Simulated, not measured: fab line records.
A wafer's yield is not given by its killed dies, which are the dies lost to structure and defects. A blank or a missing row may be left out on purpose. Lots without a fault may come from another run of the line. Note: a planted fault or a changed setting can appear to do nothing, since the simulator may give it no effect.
A lot that was struck, set against a sound lot    flow sky130    43 steps out of a route of 708
Sound: the wafers L271.1, L271.4, L271.6. Wafers struck: L277.2, L277.3, L277.6. The cause is given at the end.
At each step with rows: each side's tool, then ch and its chambers, then its first start. Under that, the readings that differ: sound wafers    struck wafers    difference of the means    sigmas: that difference in standard deviations of wafers without a fault.
alike: readings whose means differ by less than 2 such deviations, and words and numbers that are the same on both sides. not compared: withheld readings, readings that some wafer has no value for, bounds like >300 that may hide the same value, and numbers for which the record gives no deviation and whose values overlap.
The two part at a step that has a row with sigmas, a row that says differs or no value, or rows on one side only. Non-overlapping numbers with no deviation appear without sigmas and do not part them. A reading that every wafer of one side lacks parts them only if that side has two wafers or more.

first, 2 steps without rows for these wafers: SKY_VIA2_CLEAN_18 (cleans in IPA, time 180 s); SKY_VIA2_CLEAN_19 (cleans in O3/DIW).
SKY_VIA2_SPUTTER_20: material TiN, target thk 20 nm, time 80 s.
  struck on pvd-sputter-03, day 38 10:14; sound on pvd-sputter-03, day 36 16:54
  alike: throttle-valve-pct
then, 1 step without rows for these wafers: SKY_VIA2_CVD_21 (deposits W, target thk 420 nm, time 126.4 s).
SKY_VIA2_RS_MEAS_22: a four-point-probe measurement.
  struck on film-metro-01, day 38 10:27; sound on film-metro-02, day 36 17:13
  alike: VIA2_W_RS
SKY_VIA2_THK_MEAS_23: measures by xrf.
  struck on film-metro-01, day 38 10:34; sound on film-metro-02, day 36 17:20
  alike: VIA2_W_THK
SKY_VIA2_CMP_24: polishes, stops on SiO2, t overpolish 20 s, target thk 0 nm.
  sound on cmp-02 ch 2,3, day 36 17:24; struck on cmp-02 ch 0,1,3, day 38 10:40
  alike: motor-current-A, overpolish-run-s, time-to-endpoint-s
then, 5 steps without rows for these wafers: SKY_METAL3_SPUTTER_00 (material Ti, target thk 15 nm, time 10 s); SKY_METAL3_SPUTTER_01 (material TiN, target thk 20 nm, time 16.7 s); SKY_METAL3_SPUTTER_02 (material AlCu, target thk 735 nm, time 39.1 s); SKY_METAL3_SPUTTER_03 (material Ti, target thk 5 nm, time 3.3 s); SKY_METAL3_SPUTTER_04 (material TiN, target thk 70 nm, time 58.3 s).
SKY_CAPM_CVD_00: deposits SiO2, target thk 15.5 nm.
  sound on pecvd-04 ch 1,2, day 36 17:51; struck on pecvd-03 ch 0,1,2, day 38 11:04
reading                                sound              struck             difference  sigmas
rf-fwd-power-W (W)                     437.1 438.0 441.3  513.9 515.1 515.5  +76.0       +38
model.SiO2_of_CAPM_CVD_00.thk-nm (nm)  15.68 16.02 15.83  16.04 16.19 16.27  +0.32       
  alike: heater-power-w
SKY_CAPM_THK_MEAS_01:
  struck on film-metro-02, day 38 11:05; sound on film-metro-02, day 36 17:52
  alike: CAPM_CVD_00_THK
  not compared: hold
SKY_CAPM_RS_MEAS_03: a four-point-probe measurement.
  struck on film-metro-03, day 38 11:16; sound on film-metro-03, day 36 18:02
  alike: CAPM_TIN_RS
SKY_CAPM_THK_MEAS_04: measures by xrf.
  struck on film-metro-03, day 38 11:23; sound on film-metro-03, day 36 18:10
  alike: CAPM_TIN_THK
then, 7 steps without rows for these wafers: SKY_CAPM_DEHYDRATE_05 (time 60 s); SKY_CAPM_HMDS_06 (prime time 60 s); SKY_CAPM_COAT_07 (resist thk 1140 nm); SKY_CAPM_SOFTBAKE_08 (time 60 s); SKY_CAPM_EXPOSE_09 (exposes mask CAPM, target cd 1000 nm); SKY_CAPM_PEB_10; SKY_CAPM_DEVELOP_11 (develop time 60 s).
SKY_CAPM_OVL_MEAS_12:
  struck on overlay-02, day 39 12:29; sound on overlay-01, day 37 18:58
  alike: CAPM_OVL
then, 1 step without rows for these wafers: SKY_CAPM_METAL_ETCH_13 (etches TiN in Cl2/BCl3, stops on SiO2, target depth 220 nm, time 62.9 s).
SKY_CAPM_STRIP_14: strips in O2/N2.
  sound on plasma-asher-01 ch 0, day 37 19:05; struck on plasma-asher-01 ch 0, day 39 12:35
reading                       sound              struck             difference  sigmas
strip-time-to-endpoint-s (s)  12.59 12.61 12.60  12.70 12.73 12.72  +0.12       +3
  alike: drypump-motor-current-A, n2-flow-sccm, oes-product-au
  not compared: rf-hours-counter-h
then, 11 steps without rows for these wafers: SKY_CAPM_STRIP_15 (strips in post etch residue remover, time 1200 s); SKY_CAPM_CLEAN_16 (cleans in IPA, time 180 s); SKY_CAPM_CLEAN_17 (cleans in O3/DIW); SKY_METAL3_DEHYDRATE_05 (time 60 s); SKY_METAL3_HMDS_06 (prime time 60 s); SKY_METAL3_COAT_07 (resist thk 60 nm); SKY_METAL3_COAT_08 (resist thk 1140 nm); SKY_METAL3_SOFTBAKE_09 (time 90 s); SKY_METAL3_EXPOSE_10 (exposes mask MM3, target cd 300 nm); SKY_METAL3_PEB_11; SKY_METAL3_DEVELOP_12 (develop time 60 s).
SKY_METAL3_CD_MEAS_13: target cd 300 nm.
  struck on cd-sem-01, day 40 13:37; sound on cd-sem-02, day 38 20:08
  alike: cd-nm
SKY_METAL3_OVL_MEAS_14:
  struck on overlay-02, day 40 13:43; sound on overlay-01, day 38 20:16
  alike: METAL3_OVL
SKY_METAL3_DESCUM_15: chemistry O2, time 8 s.
  sound on rie-metal-03 ch 0,1, day 38 20:17; struck on rie-metal-04 ch 0,1, day 40 13:44
  alike: drypump-motor-current-A, oes-product-au
  not compared: rf-hours-counter-h
SKY_METAL3_ETCH_16: etches BARC in N2/H2, stops on SiO2, time 88.2 s, target depth 60 nm.
  sound on rie-metal-03 ch 0,1, day 38 20:20; struck on rie-metal-04 ch 0,1, day 40 13:47
reading                      sound        struck       difference  sigmas
drypump-motor-current-A (A)  6.4 6.4 6.1  5.9 4.7 4.7  -1.2        -2
  alike: n2-flow-sccm, oes-product-au, throttle-valve-pct
  not compared: rf-hours-counter-h
SKY_METAL3_ETCH_17: etches SiO2 in C4F8/O2/Ar, stops on TiN, time 3.9 s, target depth 15 nm.
  sound on rie-diel-02 ch 2,3, day 38 20:25; struck on rie-diel-03 ch 0,1,2, day 40 13:55
reading                   sound              struck             difference  sigmas
model.etch.depth-nm (nm)  15.68 16.02 15.83  16.04 16.19 16.27  +0.32       
  alike: oes-product-au
  not compared: rf-hours-counter-h
-- the record jumps here: 7 days lie between the struck wafers' starts before and after (it left off in module METAL3 and takes up again in module PAD_OPEN, whose first step shown is number 708 of the route) --
SKY_PAD_OPEN_PROBE_99:
  struck on prober-02, day 47 10:46; sound on prober-02, day 45 23:26
reading                       sound              struck             difference  sigmas
model.etest.cap-mim.c-ff-um2  2.309 2.263 2.288  2.247 2.232 2.222  -0.053      
  alike: defect-limited-yield, killed_at_M0_to_M3, killed_at_M4_up, killed-at-contacts, killed-at-front-end, killed-at-other, killed-dies, killed-open, killed-short, sort_bin_3_pad_short, sort_bin_5_function, sort_bin_6_memory, sort-n-pass, sort-yield-pct
  not compared: model.etest.cap-mim.bv-v

== WHERE THEY PART ==
First at SKY_CAPM_CVD_00; last, within this record, at SKY_METAL3_ETCH_16. Later steps at which nothing parts them and some readings are alike: SKY_METAL3_ETCH_17, SKY_PAD_OPEN_PROBE_99.

WHY: what the simulator had put in
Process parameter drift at SKY_CAPM_CVD_00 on pecvd-03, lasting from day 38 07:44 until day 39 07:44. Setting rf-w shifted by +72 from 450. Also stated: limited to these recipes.
